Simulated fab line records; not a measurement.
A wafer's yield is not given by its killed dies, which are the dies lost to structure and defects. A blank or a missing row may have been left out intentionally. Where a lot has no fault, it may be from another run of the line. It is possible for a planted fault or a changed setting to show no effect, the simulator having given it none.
fab line records ; flow sfq-line
record: lots: 14; wafers: 42; last-day: 86
route steps=325 shown L0V@24 M2@89 I7@307 M8@325
lots that met no fault: from a run of the same line without faults
start-h: start of the lot's first displayed wafer, in hours after the record's first day ; wait-h: how many hours have passed since the lot's step before this one ; " unchanged from the row above ; L1.1+2: a single row standing in for several wafers ; - no value, or no start was given ; * or withheld: withheld ; < > ~ a bound
route shown NAME@n: NAME is a module with steps in the file, n the number in the route of the first one ; usual: the fault-free wafers' mean and standard deviation ; same: alike in all rows ; chamber/n: place in a boat ; sites: the reading at each site ; _std_site: how widely they spread, as a standard deviation ; _edge_site: mean of outer sites minus mean of inner sites ; radius-mm: how far each site lies from the wafer's centre ; mask NAME#n: copy n ; behind: the tool/chamber that last shaped the wafer ; hold: the reason the lot was held/the length of the hold in hours/how it ended ; device: which transistor (n, p or np) failed to switch ; end of line: at the end of the route, the tests of the same wafers ; where a step has no rows: the recipe by itself ; killed: dies that structure and defects cost at the first sort, which is not the same as the wafer's yield ; map: a wafer's dies, x killed, . not, _ none there
set.NAME: the run value of the setting; set.NAME@STEP: its run value at that earlier step ; model.NAME: the simulator's own value behind a step, which no gauge read
one table for each step of the route and one row for each wafer, over a sample of lots
services: the hour from which a tool's chamber was out of use, counted from the record's first day as start-h (under 0 if before that day), plus the number of hours and why
== steps ==
step: SFQ_TRILAYER_L0_VIA_BARC_OPEN_VIA_ETCH_021
recipe: mask-material: PR; chemistry: O2; target-depth-nm: 125; target: BARC; source-w: 500; bias-w: 80; pressure-mtorr: 30; time-s: 41.7
usual: bias-w: 79.99/0.24; drypump-motor-current-A: 5.5/0.37; oes-product-au: 0.685/0.0047
lot.wafer;tool;chamber;start-h;wait-h;bias-w;drypump-motor-current-A;oes-product-au;rf-hours-counter-h
L910.1;rie-diel-01;0;141.27;0.0;79.92;5.1;0.683;66
L910.2;rie-diel-01;1;141.27;0.0;79.95;5.6;0.689;51
L910.3;rie-diel-01;3;141.27;0.0;79.71;5.7;0.689;4
L911.2;rie-diel-04;3;153.27;0.0;79.97;5.4;0.684;110
L911.4;rie-diel-04;1;153.27;0.0;80.10;6.0;0.686;0
L911.6;rie-diel-04;0;153.27;0.0;80.23;5.8;0.688;-
L912.1;rie-diel-04;2;157.24;0.0;79.89;5.2;0.680;120
L912.2;rie-diel-04;3;157.24;0.0;80.28;5.4;0.688;110
L912.4;rie-diel-04;0;157.24;0.0;79.86;5.8;0.679;63
L915.1;rie-diel-03;0;190.08;0.0;79.91;5.8;0.691;92
L915.3;rie-diel-03;2;190.08;0.0;79.94;6.1;0.680;1
L915.4;rie-diel-03;3;190.08;0.0;80.05;5.1;0.684;17
L920.2;rie-diel-03;0;209.69;0.0;80.26;5.8;0.687;92
L920.3;rie-diel-03;1;209.69;0.0;79.85;4.8;0.691;5
L920.6;rie-diel-03;3;209.69;0.0;80.23;5.1;0.683;-
L921.2;rie-diel-04;2;215.69;0.0;80.05;5.2;0.693;121
L921.3;rie-diel-04;0;215.69;0.0;80.43;5.8;0.678;64
L921.4;rie-diel-04;3;215.69;0.0;79.88;5.4;0.687;111
L923.2;rie-diel-04;3;226.49;0.0;79.47;5.4;0.685;111
L923.3;rie-diel-04;0;226.49;0.0;79.98;5.8;0.678;65
L923.5;rie-diel-04;1;226.49;0.0;79.96;6.0;0.689;-
L926.2;rie-diel-04;3;271.21;0.0;80.00;5.4;0.679;111
L926.3;rie-diel-04;1;271.21;0.0;80.10;6.0;0.689;2
L926.5;rie-diel-04;2;271.21;0.0;79.87;5.2;0.690;-
L928.1;rie-diel-04;0;285.61;0.0;79.91;5.8;0.679;65
L928.2;rie-diel-04;1;285.61;0.0;80.32;6.0;0.683;2
L928.3;rie-diel-04;3;285.61;0.0;79.83;5.4;0.684;112
L929.3;rie-diel-04;0;297.43;0.0;80.10;5.8;0.687;65
L929.4;rie-diel-04;2;297.43;0.0;80.52;5.2;0.685;122
L929.6;rie-diel-04;3;297.43;0.0;80.18;5.4;0.683;-
L930.1;rie-diel-04;0;309.43;0.0;79.80;5.8;0.686;65
L930.2;rie-diel-04;3;309.43;0.0;79.71;5.4;0.687;112
L930.5;rie-diel-04;3;309.43;0.0;79.69;5.4;0.687;-
L931.1;rie-diel-04;0;321.15;0.0;80.00;5.8;0.690;66
L931.2;rie-diel-04;3;321.15;0.0;80.34;5.4;0.690;112
L931.3;rie-diel-04;2;321.15;0.0;79.84;5.2;0.682;123
L932.2;rie-diel-03;2;325.95;0.0;80.06;6.1;0.680;3
L932.4;rie-diel-03;3;325.95;0.0;79.76;5.1;0.680;20
L932.5;rie-diel-03;0;325.95;0.0;80.31;5.8;0.696;-
L933.2;rie-diel-01;2;333.15;0.0;79.76;5.4;0.688;113
L933.3;rie-diel-01;3;333.15;0.0;79.89;5.7;0.693;7
L933.6;rie-diel-01;1;333.15;0.0;79.80;5.6;0.685;-
step: SFQ_TRILAYER_M2_DEP_SPUTTER_055
recipe: material: Nb; base-pressure-pa: 1.33e-06; chamber-pressure-pa: 0.1333; substrate-temp-c: 20; resputter-cathode-voltage-v: 400; target-thk-nm: 200; power-w: 2000; time-s: 133.3
usual: throttle-valve-pct: 29.3/0.94
lot.wafer;tool;chamber;start-h;wait-h;throttle-valve-pct
L910.1;pvd-sputter-03;-;645.02;0.0;29.0
L910.2;pvd-sputter-03;-;645.02;0.0;28.6
L910.3;pvd-sputter-03;-;645.02;0.0;30.6
L911.2;pvd-sputter-06;-;646.22;0.0;27.9
L911.4;pvd-sputter-06;-;646.22;0.0;29.3
L911.6;pvd-sputter-06;-;646.22;0.0;27.6
L912.1;pvd-sputter-03;-;647.42;0.0;30.1
L912.2;pvd-sputter-03;-;647.42;0.0;28.6
L912.4;pvd-sputter-03;-;647.42;0.0;29.3
L915.1;pvd-sputter-04;-;651.02;0.0;30.0
L915.3;pvd-sputter-04;-;651.02;0.0;29.9
L915.4;pvd-sputter-04;-;651.02;0.0;30.8
L920.2;pvd-sputter-06;-;788.90;0.0;29.7
L920.3;pvd-sputter-06;-;788.90;0.0;27.6
L920.6;pvd-sputter-06;-;788.90;0.0;29.7
L921.2;pvd-sputter-03;-;801.02;0.0;29.8
L921.3;pvd-sputter-03;-;801.02;0.0;28.7
L921.4;pvd-sputter-03;-;801.02;0.0;28.9
L921.2;pvd-sputter-03;-;801.28;0.2;29.8
L921.3;pvd-sputter-03;-;801.28;0.2;28.7
L921.4;pvd-sputter-03;-;801.28;0.2;29.0
L923.2;pvd-sputter-06;-;817.82;0.0;29.3
L923.3;pvd-sputter-06;-;817.82;0.0;27.6
L923.5;pvd-sputter-06;-;817.82;0.0;29.4
L923.2;pvd-sputter-06;-;818.08;0.2;29.4
L923.3;pvd-sputter-06;-;818.08;0.2;27.8
L923.5;pvd-sputter-06;-;818.08;0.2;29.8
L926.2;pvd-sputter-06;-;844.62;0.0;29.7
L926.3;pvd-sputter-06;-;844.62;0.0;27.6
L926.5;pvd-sputter-06;-;844.62;0.0;29.3
L928.1;pvd-sputter-03;-;850.62;0.0;29.3
L928.2;pvd-sputter-03;-;850.62;0.0;29.7
L928.3;pvd-sputter-03;-;850.62;0.0;28.6
L929.3;pvd-sputter-06;-;884.34;0.0;28.1
L929.4;pvd-sputter-06;-;884.34;0.0;30.1
L929.6;pvd-sputter-06;-;884.34;0.0;29.5
L930.1;pvd-sputter-06;-;913.35;0.0;30.1
L930.2;pvd-sputter-06;-;913.35;0.0;29.4
L930.5;pvd-sputter-06;-;913.35;0.0;29.4
L931.1;pvd-sputter-04;-;918.15;0.0;31.0
L931.2;pvd-sputter-04;-;918.15;0.0;29.8
L931.3;pvd-sputter-04;-;918.15;0.0;29.9
L932.2;pvd-sputter-04;-;928.95;0.0;29.6
L932.4;pvd-sputter-04;-;928.95;0.0;27.7
L932.5;pvd-sputter-04;-;928.95;0.0;27.5
L933.2;pvd-sputter-03;-;938.55;0.0;28.8
L933.3;pvd-sputter-03;-;938.55;0.0;30.5
L933.6;pvd-sputter-03;-;938.55;0.0;30.0
step: SFQ_M2_RS_MEAS_914
recipe: thk-meas-gauge: four-point-probe; reads: Nb_of_TRILAYER_M2_DEP_SPUTTER_055
usual: M2_NB_RS: 0.884/0.014
lot.wafer;tool;chamber;start-h;wait-h;M2_NB_RS[ohm/sq]
L910.1;film-metro-03;-;645.11;0.0;0.898
L910.2;film-metro-03;-;645.11;0.0;0.901
L910.3;film-metro-03;-;645.11;0.0;0.873
L911.2;film-metro-03;-;646.33;0.1;0.877
L911.4;film-metro-03;-;646.33;0.1;0.878
L911.6;film-metro-03;-;646.33;0.1;0.877
L912.1;film-metro-02;-;647.51;0.0;0.912
L912.2;film-metro-02;-;647.51;0.0;0.908
L912.4;film-metro-02;-;647.51;0.0;0.908
L915.1;film-metro-03;-;651.11;0.0;0.899
L915.3;film-metro-03;-;651.11;0.0;0.890
L915.4;film-metro-03;-;651.11;0.0;0.888
L920.2;film-metro-03;-;789.01;0.1;0.894
L920.3;film-metro-03;-;789.01;0.1;0.879
L920.6;film-metro-03;-;789.01;0.1;0.897
L921.2;film-metro-03;-;801.39;0.1;0.440
L921.3;film-metro-03;-;801.39;0.1;0.442
L921.4;film-metro-03;-;801.39;0.1;0.438
L923.2;film-metro-03;-;818.19;0.1;0.429
L923.3;film-metro-03;-;818.19;0.1;0.426
L923.5;film-metro-03;-;818.19;0.1;0.436
L926.2;film-metro-03;-;844.73;0.1;0.888
L926.3;film-metro-03;-;844.73;0.1;0.879
L926.5;film-metro-03;-;844.73;0.1;0.884
L928.1;film-metro-01;-;850.71;0.0;0.912
L928.2;film-metro-01;-;850.71;0.0;0.905
L928.3;film-metro-01;-;850.71;0.0;0.909
L929.3;film-metro-02;-;884.48;0.1;0.866
L929.4;film-metro-02;-;884.48;0.1;0.880
L929.6;film-metro-02;-;884.48;0.1;0.876
L930.1;film-metro-01;-;913.44;0.0;0.881
L930.2;film-metro-01;-;913.44;0.0;0.858
L930.5;film-metro-01;-;913.44;0.0;0.861
L931.1;film-metro-01;-;918.24;0.0;0.892
L931.2;film-metro-01;-;918.24;0.0;0.891
L931.3;film-metro-01;-;918.24;0.0;0.890
L932.2;film-metro-01;-;929.72;0.7;0.886
L932.4;film-metro-01;-;929.72;0.7;0.889
L932.5;film-metro-01;-;929.72;0.7;0.896
L933.2;film-metro-02;-;938.66;0.1;0.897
L933.3;film-metro-02;-;938.66;0.1;0.879
L933.6;film-metro-02;-;938.66;0.1;0.890
step: SFQ_TRILAYER_M2_ETCH_METAL_ETCH_060
recipe: target: Nb; stop-on: SiO2; mask-material: PR; chemistry: Cl2/Ar; target-depth-nm: 240; icp-w: 600; bias-w: 80; pressure-mtorr: 10; time-s: 120
usual: bias-w: 79.99/0.23; drypump-motor-current-A: 5.8/0.47; oes-product-au: 0.897/0.0091
lot.wafer;tool;chamber;start-h;wait-h;bias-w;drypump-motor-current-A;oes-product-au;rf-hours-counter-h
L910.1;rie-metal-02;0;786.80;0.0;79.85;5.4;0.890;128
L910.2;rie-metal-02;1;786.80;0.0;80.23;6.2;0.893;2
L910.3;rie-metal-02;1;786.80;0.0;79.84;6.2;0.905;-
L911.2;rie-metal-03;0;792.93;0.0;80.04;6.2;0.902;77
L911.4;rie-metal-03;0;792.93;0.0;80.04;6.2;0.897;-
L911.6;rie-metal-03;1;792.93;0.0;80.31;6.6;0.901;-
L912.1;rie-metal-02;1;794.15;0.1;80.22;6.2;0.877;3
L912.2;rie-metal-02;0;794.15;0.1;79.82;5.4;0.884;128
L912.4;rie-metal-02;1;794.15;0.1;79.99;6.2;0.891;-
L915.1;rie-metal-02;0;798.93;0.0;79.73;5.4;0.889;129
L915.3;rie-metal-02;0;798.93;0.0;80.40;5.4;0.901;-
L915.4;rie-metal-02;1;798.93;0.0;80.59;6.2;0.895;-
L920.2;rie-metal-03;1;919.65;0.0;80.04;6.6;0.886;35
L920.3;rie-metal-03;0;919.65;0.0;80.03;6.2;0.898;-
L920.6;rie-metal-03;0;919.65;0.0;80.40;6.2;0.888;-
L921.2;rie-metal-02;0;936.45;0.0;80.08;5.4;1.014;11
L921.3;rie-metal-02;1;936.45;0.0;80.20;6.2;1.014;-
L921.4;rie-metal-02;0;936.45;0.0;79.99;5.4;1.007;-
L923.2;rie-metal-01;1;954.88;0.0;80.21;5.3;0.987;97
L923.3;rie-metal-01;0;954.88;0.0;79.91;5.6;1.004;-
L923.5;rie-metal-01;1;954.88;0.0;79.97;5.3;0.983;-
L926.2;rie-metal-02;1;981.28;0.0;80.18;6.2;0.894;39
L926.3;rie-metal-02;1;981.28;0.0;80.27;6.2;0.899;-
L926.5;rie-metal-02;1;981.28;0.0;80.00;6.2;0.895;-
L928.1;rie-metal-01;1;989.68;0.0;80.01;5.3;0.878;101
L928.2;rie-metal-01;0;989.68;0.0;80.00;5.6;0.882;85
L928.3;rie-metal-01;0;989.68;0.0;80.23;5.6;0.887;-
L929.3;rie-metal-01;0;1019.84;0.1;80.15;5.5;0.902;-
L929.4;rie-metal-01;1;1019.84;0.1;80.04;5.3;0.898;-
L929.6;rie-metal-01;0;1019.84;0.1;79.80;5.6;0.908;-
L930.1;rie-metal-01;1;1049.61;0.0;80.06;5.3;0.901;110
L930.2;rie-metal-01;0;1049.61;0.0;80.35;5.6;0.911;95
L930.5;rie-metal-01;0;1049.61;0.0;80.19;5.6;0.919;-
L931.1;rie-metal-01;0;1059.21;0.0;79.95;5.5;0.885;96
L931.2;rie-metal-01;1;1059.21;0.0;79.31;5.3;0.898;112
L931.3;rie-metal-01;0;1059.21;0.0;79.87;5.6;0.890;-
L932.2;rie-metal-03;1;1072.51;0.0;80.01;6.6;0.887;61
L932.4;rie-metal-03;0;1072.51;0.0;79.82;6.2;0.892;-
L932.5;rie-metal-03;0;1072.51;0.0;79.84;6.2;0.884;-
L933.2;rie-metal-03;0;1084.38;0.0;80.18;6.2;0.905;124
L933.3;rie-metal-03;1;1084.38;0.0;79.92;6.6;0.899;-
L933.6;rie-metal-03;1;1084.38;0.0;79.85;6.6;0.890;-
step: SFQ_TRILAYER_I7_VIA_BARC_OPEN_VIA_ETCH_260
recipe: mask-material: PR; chemistry: O2; target-depth-nm: 125; target: BARC; source-w: 500; bias-w: 80; pressure-mtorr: 30; time-s: 41.7
usual: bias-w: 80.02/0.24; drypump-motor-current-A: 5.5/0.4; oes-product-au: 0.684/0.005
lot.wafer;tool;chamber;start-h;wait-h;bias-w;drypump-motor-current-A;oes-product-au;rf-hours-counter-h
L910.1;rie-diel-04;1;1750.74;0.0;79.97;6.0;0.683;5
L910.2;rie-diel-04;0;1750.74;0.0;79.77;5.8;0.686;17
L910.3;rie-diel-04;3;1750.74;0.0;80.19;5.4;0.684;0
L911.2;rie-diel-02;1;1755.54;0.0;79.63;5.8;0.684;0
L911.4;rie-diel-02;3;1755.54;0.0;79.76;5.8;0.692;2
L911.6;rie-diel-02;2;1755.54;0.0;80.04;5.6;0.678;-
L912.1;rie-diel-04;3;1757.94;0.0;80.15;5.4;0.686;0
L912.2;rie-diel-04;1;1757.94;0.0;80.00;5.9;0.698;5
L912.4;rie-diel-04;2;1757.94;0.0;79.75;5.2;0.683;1
L915.1;rie-diel-02;3;1896.53;0.0;80.31;5.8;0.691;3
L915.3;rie-diel-02;2;1896.53;0.0;79.89;5.5;0.679;19
L915.4;rie-diel-02;1;1896.53;0.0;79.91;5.8;0.688;-
L920.2;rie-diel-04;1;1921.73;0.0;80.28;6.0;0.679;8
L920.3;rie-diel-04;0;1921.73;0.0;80.07;5.8;0.689;20
L920.6;rie-diel-04;0;1921.73;0.0;80.03;5.8;0.679;-
L921.2;rie-diel-03;1;1926.53;0.0;79.79;4.8;0.694;12
L921.3;rie-diel-03;0;1926.53;0.0;80.10;5.8;0.685;1
L921.4;rie-diel-03;2;1926.53;0.0;80.02;6.1;0.683;8
L923.2;rie-diel-02;2;1938.53;0.0;80.40;5.6;0.688;0
L923.3;rie-diel-02;0;1938.53;0.0;80.29;5.5;0.694;5
L923.5;rie-diel-02;1;1938.53;0.0;80.18;5.8;0.683;-
L926.2;rie-diel-03;2;1951.74;0.0;79.78;6.1;0.681;9
L926.3;rie-diel-03;3;1951.74;0.0;80.27;5.1;0.678;16
L926.5;rie-diel-03;3;1951.74;0.0;79.96;5.1;0.686;-
L928.1;rie-diel-03;1;1961.34;0.0;80.14;4.8;0.685;13
L928.2;rie-diel-03;2;1961.34;0.0;79.92;6.1;0.685;9
L928.3;rie-diel-03;0;1961.34;0.0;80.02;5.8;0.689;2
L929.3;rie-diel-03;3;1969.74;0.0;80.13;5.1;0.676;17
L929.4;rie-diel-03;0;1969.74;0.0;80.22;5.8;0.692;2
L929.6;rie-diel-03;2;1969.74;0.0;79.77;6.1;0.684;-
L930.1;rie-diel-02;1;1972.14;0.0;80.20;5.8;0.688;4
L930.2;rie-diel-02;3;1972.14;0.0;80.37;5.8;0.679;5
L930.5;rie-diel-02;2;1972.14;0.0;79.97;5.5;0.677;-
L931.1;rie-diel-03;3;1975.94;0.0;79.98;5.1;0.688;17
L931.2;rie-diel-03;2;1975.94;0.0;79.92;6.1;0.692;9
L931.3;rie-diel-03;1;1975.94;0.0;80.03;4.8;0.684;13
L932.2;rie-diel-03;3;1979.54;0.0;79.99;5.1;0.690;17
L932.4;rie-diel-03;0;1979.54;0.0;79.89;5.8;0.689;2
L932.5;rie-diel-03;3;1979.54;0.0;80.22;5.1;0.681;-
L933.2;rie-diel-04;1;1982.10;0.0;80.05;6.0;0.682;9
L933.3;rie-diel-04;3;1982.10;0.0;80.34;5.4;0.679;4
L933.6;rie-diel-04;3;1982.10;0.0;80.26;5.4;0.695;-
step: SFQ_M8_BOW_MEAS_951
recipe: mode: bow
usual: M8_BOW: 5/11
lot.wafer;tool;chamber;start-h;wait-h;M8_BOW[um]
L910.1;film-metro-04;-;1826.42;0.0;-6
L910.2;film-metro-04;-;1826.42;0.0;-9
L910.3;film-metro-04;-;1826.42;0.0;1
L911.2;film-metro-04;-;1830.04;0.0;6
L911.4;film-metro-04;-;1830.04;0.0;12
L911.6;film-metro-04;-;1830.04;0.0;8
L912.1;film-metro-04;-;1832.42;0.0;-8
L912.2;film-metro-04;-;1832.42;0.0;-13
L912.4;film-metro-04;-;1832.42;0.0;-2
L915.1;film-metro-01;-;1902.57;0.0;6
L915.3;film-metro-01;-;1902.57;0.0;5
L915.4;film-metro-01;-;1902.57;0.0;14
L920.2;film-metro-04;-;1943.31;0.0;-4
L920.3;film-metro-04;-;1943.31;0.0;-5
L920.6;film-metro-04;-;1943.31;0.0;-7
L921.2;film-metro-02;-;2003.45;0.0;-3
L921.3;film-metro-02;-;2003.45;0.0;11
L921.4;film-metro-02;-;2003.45;0.0;17
L923.2;film-metro-04;-;2015.45;0.0;-6
L923.3;film-metro-04;-;2015.45;0.0;-13
L923.5;film-metro-04;-;2015.45;0.0;-7
L926.2;film-metro-02;-;2028.42;0.0;-3
L926.3;film-metro-02;-;2028.42;0.0;0
L926.5;film-metro-02;-;2028.42;0.0;0
L928.1;film-metro-01;-;2035.51;0.0;-9
L928.2;film-metro-01;-;2035.51;0.0;-19
L928.3;film-metro-01;-;2035.51;0.0;-2
L929.3;film-metro-02;-;2041.55;0.0;16
L929.4;film-metro-02;-;2041.55;0.0;12
L929.6;film-metro-02;-;2041.55;0.0;18
L930.1;film-metro-04;-;2043.91;0.0;40
L930.2;film-metro-04;-;2043.91;0.0;30
L930.5;film-metro-04;-;2043.91;0.0;27
L931.1;film-metro-01;-;2045.11;0.0;21
L931.2;film-metro-01;-;2045.11;0.0;17
L931.3;film-metro-01;-;2045.11;0.0;1
L932.2;film-metro-01;-;2051.15;0.0;-8
L932.4;film-metro-01;-;2051.15;0.0;-1
L932.5;film-metro-01;-;2051.15;0.0;-4
L933.2;film-metro-01;-;2054.73;0.0;6
L933.3;film-metro-01;-;2054.73;0.0;3
L933.6;film-metro-01;-;2054.73;0.0;1
== services ==
tool;chamber;start-h;hours;kind
rie-diel-04;0;158.35;3.6;repair
rie-diel-04;0;235.02;8.2;repair
rie-diel-04;-;247.25;15.6;pm
rie-diel-04;3;366.08;14.0;repair
rie-diel-04;1;430.10;25.8;repair
rie-diel-04;3;498.77;2.7;repair
rie-diel-04;3;550.17;23.3;repair
rie-diel-04;2;559.30;8.7;repair
rie-diel-04;0;559.67;9.6;repair
rie-diel-04;0;573.18;9.8;repair
rie-diel-04;0;721.72;6.0;repair
rie-diel-04;2;743.94;19.8;repair
rie-diel-04;-;788.68;14.6;pm
rie-diel-04;0;814.22;2.8;repair
rie-diel-04;2;850.39;4.6;repair
rie-diel-04;2;863.17;3.9;repair
rie-diel-04;2;897.39;3.7;repair
rie-diel-04;-;948.18;1.1;repair
rie-diel-04;0;951.82;14.4;repair
rie-diel-04;3;973.37;13.9;repair
rie-diel-04;1;977.99;3.0;repair
rie-diel-04;1;1001.93;5.1;repair
rie-diel-04;0;1108.71;32.3;repair
rie-diel-04;-;1133.78;2.8;pm
== key ==
first-sign: step: SFQ_TRILAYER_M2_DEP_SPUTTER_055; reading: visit; direction: added
effect: step: SFQ_M2_RS_MEAS_914; reading: M2_NB_RS; direction: down; sigmas: 32; usual: 0.884; struck: 0.435
effect: step: SFQ_TRILAYER_M2_ETCH_METAL_ETCH_060; reading: oes-product-au; direction: up; sigmas: 11; usual: 0.897; struck: 1.002
met-at SFQ_TRILAYER_M2_DEP_SPUTTER_055
struck-lots L921,L923
not-acting-at SFQ_TRILAYER_L0_VIA_BARC_OPEN_VIA_ETCH_021,SFQ_TRILAYER_I7_VIA_BARC_OPEN_VIA_ETCH_260,SFQ_M8_BOW_MEAS_951
fault: kind: repeated-step-whole; tool: pvd-sputter-03,pvd-sputter-04,pvd-sputter-06; chamber: -; onset-h: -; steps: SFQ_TRILAYER_M2_DEP_SPUTTER_055; times: 1; scope: struck-lots-only
